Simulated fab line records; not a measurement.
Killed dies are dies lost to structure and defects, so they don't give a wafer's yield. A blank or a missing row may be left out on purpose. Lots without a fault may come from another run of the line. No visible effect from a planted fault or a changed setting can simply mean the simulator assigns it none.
Which of the tools did it? ; flow sky130 ; Sampling: 24 lots, 72 wafers, 3 of 708 route steps

== WHAT THE GAUGES READ, wafer by wafer ==
SKY_METAL1_CD_MEAS_15 targets a cd of 140 nm. Usual: cd nm reads 140.1 nm (standard deviation 1.1).
lot;measured;on;cd nm (nm);flag
L074;day 33 00:55;cd sem-01;140.2 140.7 140.3;
L076;day 33 07:58;cd sem-01;138.4 139.0 138.7;
L075;day 33 09:09;cd sem-02;140.9 140.9 141.1;
L077;day 33 14:11;cd sem-02;138.9 139.8 139.2;
L078;day 34 08:41;cd sem-02;140.8 140.1 139.7;
L079;day 34 09:26;cd sem-02;140.8 141.3 139.7;
L080;day 34 14:05;cd sem-01;138.7 138.5 137.8;
L081;day 34 17:12;cd sem-02;142.0 140.6 139.5;
L082;day 35 11:41;cd sem-02;140.3 139.3 140.0;
L083;day 35 17:41;cd sem-02;140.7 140.1 140.1;
L084;day 35 21:52;cd sem-01;141.5 141.6 143.0;
L085;day 36 06:17;cd sem-01;140.4 139.9 140.9;
L086;day 36 18:13;cd sem-01;141.6 141.2 141.2;
L087;day 36 22:34;cd sem-01;138.0 139.3 139.1;
L088;day 37 08:13;cd sem-02;139.6 140.2 138.9;
L089;day 38 06:05;cd sem-01;140.8 141.7 139.5;
L090;day 38 10:04;cd sem-02;139.3 138.4 139.4;
L092;day 38 16:02;cd sem-02;139.6 139.1 140.3;
L091;day 39 08:07;cd sem-01;139.9 139.3 139.0;
L094;day 39 08:35;cd sem-02;140.7 140.5 140.1;
L093;day 39 09:47;cd sem-02;140.0 141.1 139.4;
L096;day 39 14:17;cd sem-01;141.3 142.0 142.3;
L095;day 39 15:43;cd sem-02;140.5 139.5 140.3;
L097;day 39 19:59;cd sem-01;139.8 140.3 141.8;

== WHICH TOOL RAN EACH LOT (tool, then ch and the chambers of the sampled wafers, then the start) ==
lot;SKY_CONTACT_ETCH_16;SKY_METAL1_SPUTTER_03
L074;rie diel-03 ch 1,2,3, day 31 20:56;pvd sputter-03, day 31 22:23
L076;rie diel-03 ch 0,1,2, day 32 03:36;pvd sputter-01, day 32 05:04
L075;rie diel-04 ch 1,2,3, day 32 04:23;pvd sputter-03, day 32 05:50
L077;rie diel-03 ch 0,1,2, day 32 10:15;pvd sputter-01, day 32 11:43
L078;rie diel-03 ch 0,1,3, day 33 04:11;pvd sputter-01, day 33 05:43
L079;rie diel-03 ch 0,1,2, day 33 05:36;pvd sputter-01, day 33 07:03
L080;rie diel-04 ch 1,3, day 33 09:50;pvd sputter-01, day 33 11:18
L081;rie diel-03 ch 1,2,3, day 33 13:20;pvd sputter-02, day 33 14:52
L082;rie diel-03 ch 0,1, day 34 06:51;pvd sputter-02, day 34 08:17
L083;rie diel-02 ch 0,2, day 34 12:59;pvd sputter-02, day 34 14:26
L084;rie diel-02 ch 0,1, day 34 17:57;pvd sputter-02, day 34 19:46
L085;rie diel-03 ch 0,1,3, day 35 02:29;pvd sputter-01, day 35 03:58
L086;rie diel-02 ch 1,2,3, day 35 13:50;pvd sputter-02, day 35 15:20
L087;rie diel-03 ch 0,2, day 35 19:17;pvd sputter-02, day 35 20:44
L088;rie diel-04 ch 0,2,3, day 36 05:17;pvd sputter-01, day 36 06:48
L089;rie diel-02 ch 0,1,2, day 37 03:17;pvd sputter-03, day 37 04:44
L090;rie diel-04 ch 0,2,3, day 37 07:00;pvd sputter-03, day 37 08:28
L092;rie diel-04 ch 1,2, day 37 13:17;pvd sputter-03, day 37 14:45
L091;rie diel-02 ch 1,2,3, day 38 05:17;pvd sputter-01, day 38 06:43
L094;rie diel-04 ch 0,3, day 38 06:03;pvd sputter-02, day 38 07:30
L093;rie diel-03 ch 1,2,3, day 38 06:26;pvd sputter-01, day 38 07:52
L096;rie diel-04 ch 0,1, day 38 12:03;pvd sputter-02, day 38 13:30
L095;rie diel-03 ch 1,2, day 38 12:32;pvd sputter-01, day 38 13:59
L097;rie diel-04 ch 1,3, day 38 17:47;pvd sputter-01, day 38 19:14
- SKY_CONTACT_ETCH_16: etches BARC in N2/H2, stops on SiO2, time 45.9 s, target depth 60 nm.
- SKY_METAL1_SPUTTER_03: material Ti, target thk 5 nm, time 3.3 s.

== AS READ BY THE TOOLS THEMSELVES (means over the sampled wafers that have a number; for cases with no such wafer, the mark the record gives instead) ==
SKY_CONTACT_ETCH_16. Usual: drypump motor current A 5.7 A, standard deviation 0.48; oes product au 0.855 a.u., standard deviation 0.0045; throttle valve pct 13.224 %, standard deviation 0.0095.
lot;tool;drypump motor current A (A);oes product au (a.u.);throttle valve pct (%);flag
L074;rie diel-03;5.6;0.854;13.230;
L076;rie diel-03;5.7;0.858;13.221;
L075;rie diel-04;5.5;0.850;13.235;
L077;rie diel-03;5.7;0.852;13.226;
L078;rie diel-03;5.9;0.856;13.217;
L079;rie diel-03;5.7;0.857;13.211;
L080;rie diel-04;5.5;0.848;13.231;
L081;rie diel-03;5.6;0.855;13.223;
L082;rie diel-03;5.5;0.852;13.218;
L083;rie diel-02;5.9;0.857;13.229;
L084;rie diel-02;6.0;0.857;13.229;
L085;rie diel-03;5.8;0.856;13.212;
L086;rie diel-02;6.0;0.854;13.223;
L087;rie diel-03;6.0;0.856;13.223;
L088;rie diel-04;5.4;0.850;13.225;
L089;rie diel-02;5.9;0.856;13.228;
L090;rie diel-04;5.4;0.849;13.222;
L092;rie diel-04;5.4;0.857;13.221;
L091;rie diel-02;6.0;0.850;13.213;
L094;rie diel-04;5.4;0.854;13.230;
L093;rie diel-03;5.6;0.855;13.220;
L096;rie diel-04;5.4;0.857;13.228;
L095;rie diel-03;5.2;0.857;13.222;
L097;rie diel-04;5.6;0.855;13.233;

SKY_METAL1_SPUTTER_03. Usual: throttle valve pct reads 29.7 % (standard deviation 1.2).
lot;tool;throttle valve pct (%);flag
L074;pvd sputter-03;31.0;
L076;pvd sputter-01;29.5;
L075;pvd sputter-03;31.0;
L077;pvd sputter-01;28.6;
L078;pvd sputter-01;28.4;
L079;pvd sputter-01;29.4;
L080;pvd sputter-01;28.7;
L081;pvd sputter-02;30.3;
L082;pvd sputter-02;29.9;
L083;pvd sputter-02;30.7;
L084;pvd sputter-02;30.1;
L085;pvd sputter-01;28.3;
L086;pvd sputter-02;30.4;
L087;pvd sputter-02;30.0;
L088;pvd sputter-01;28.5;
L089;pvd sputter-03;31.6;
L090;pvd sputter-03;30.7;
L092;pvd sputter-03;29.5;
L091;pvd sputter-01;29.5;
L094;pvd sputter-02;29.9;
L093;pvd sputter-01;30.3;
L096;pvd sputter-02;30.5;
L095;pvd sputter-01;28.5;
L097;pvd sputter-01;29.5;

== THE ANSWER, worked out from the rows above alone ==
Rule: lot off if the mean of its wafers having a number is beyond 3 standard deviations from the usual mean. Also off: a lot with no number at a reading for which 4 or more lots have one. Where the step has rows for the other lots, those lots are counted as sound. First the gauges in route order, then the tools' own readings, where a lot's mean is used as printed above. The first step at which some lot is off is used, and at that step the reading that is off furthest; a lot without a number counts as furthest.
No lot is off on any of the readings shown, so nothing can be concluded from this.

== WHAT WAS PUT IN BY THE SIMULATOR ==
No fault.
